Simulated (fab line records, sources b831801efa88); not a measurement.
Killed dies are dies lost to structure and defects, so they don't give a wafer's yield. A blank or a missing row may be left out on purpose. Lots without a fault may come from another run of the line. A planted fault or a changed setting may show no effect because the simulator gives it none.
One fault seen from 2 desks | flow gf180mcu | each desk has only its own numbers; what lay behind them comes last

THE METROLOGY DESK
What the gauges read, lot by lot, whatever tool the lot ran on: means of the sampled wafers that have a number. A lot is out of limits, marked OUT, if its mean lies more than 4 standard deviations from the usual mean; the brackets give that distance.
Columns: A = HV_LDD_TW at GF_HV_LDD_TW_MEAS_11, usual 2389; B = cd_nm at GF_HV_LDD_CD_MEAS_19, usual 400.0 nm; C = HV_LDD_01_OVL at GF_HV_LDD_OVL_MEAS_20, usual 0.0 nm
lot  | first seen here | A    | B     | C
L346 | day 11 00:52    | 2394 | 399.5 | 0.1
L348 | day 11 12:58    | 2389 | 400.6 | 0.8
L352 | day 12 18:55    | 2399 | 398.7 | 0.5
L361 | day 15 08:03    | 2395 | 398.7 | 0.7
L364 | day 16 11:39    | 2382 | 401.6 | 0.3
L365 | day 16 18:24    | 2391 | 397.2 | -1.9
This desk's finding: nothing out of limits on any of the 6 lots.

THE TOOL OWNER'S DESK: implanter-04
The tool's own readings at GF_HV_LDD_IMPLANT_21: means of the sampled wafers that have a number, for each lot that ran on this tool. A lot is out of limits, marked OUT, if its mean lies more than 4 standard deviations from the usual mean; the brackets give that distance.
Columns: A = beam_energy_keV at GF_HV_LDD_IMPLANT_21, usual 24.999; B = beam_on_s at GF_HV_LDD_IMPLANT_21, usual 10.01 s; C = end_station_pressure_torr at GF_HV_LDD_IMPLANT_21, usual 5.2e-06 Torr; D = faraday_current_uA at GF_HV_LDD_IMPLANT_21, usual 281
lot  | first seen here | A                | B     | C       | D
L348 | day 12 07:05    | 25.687 (+79) OUT | 10.08 | 4.9e-06 | 279
L352 | day 13 15:12    | 25.692 (+80) OUT | 10.16 | 5.1e-06 | 278
L365 | day 17 17:44    | 25.004           | 10.12 | 5.4e-06 | 278
This desk's finding: out of limits on L348, L352; first on L348, day 12 07:05 (beam_energy_keV at GF_HV_LDD_IMPLANT_21). In limits: L365.

PUT TOGETHER
The tool owner's desk could have raised an alarm at day 12 07:05, on L348, L352.
The metrology desk saw nothing out of limits.
The metrology desk has L348, L352 on record, within its limits.
Of the lots named, all ran GF_HV_LDD_IMPLANT_21 on implanter-04.

WHAT THE SIMULATOR HAD PUT IN
Process parameter drift: implanter-04, from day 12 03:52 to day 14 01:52, at GF_HV_LDD_IMPLANT_21. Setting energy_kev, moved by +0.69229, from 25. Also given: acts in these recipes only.
Lots struck among those shown: L348, L352.
Hours from the fault's start to each desk's first reading out of limits: the tool owner's desk, 3.
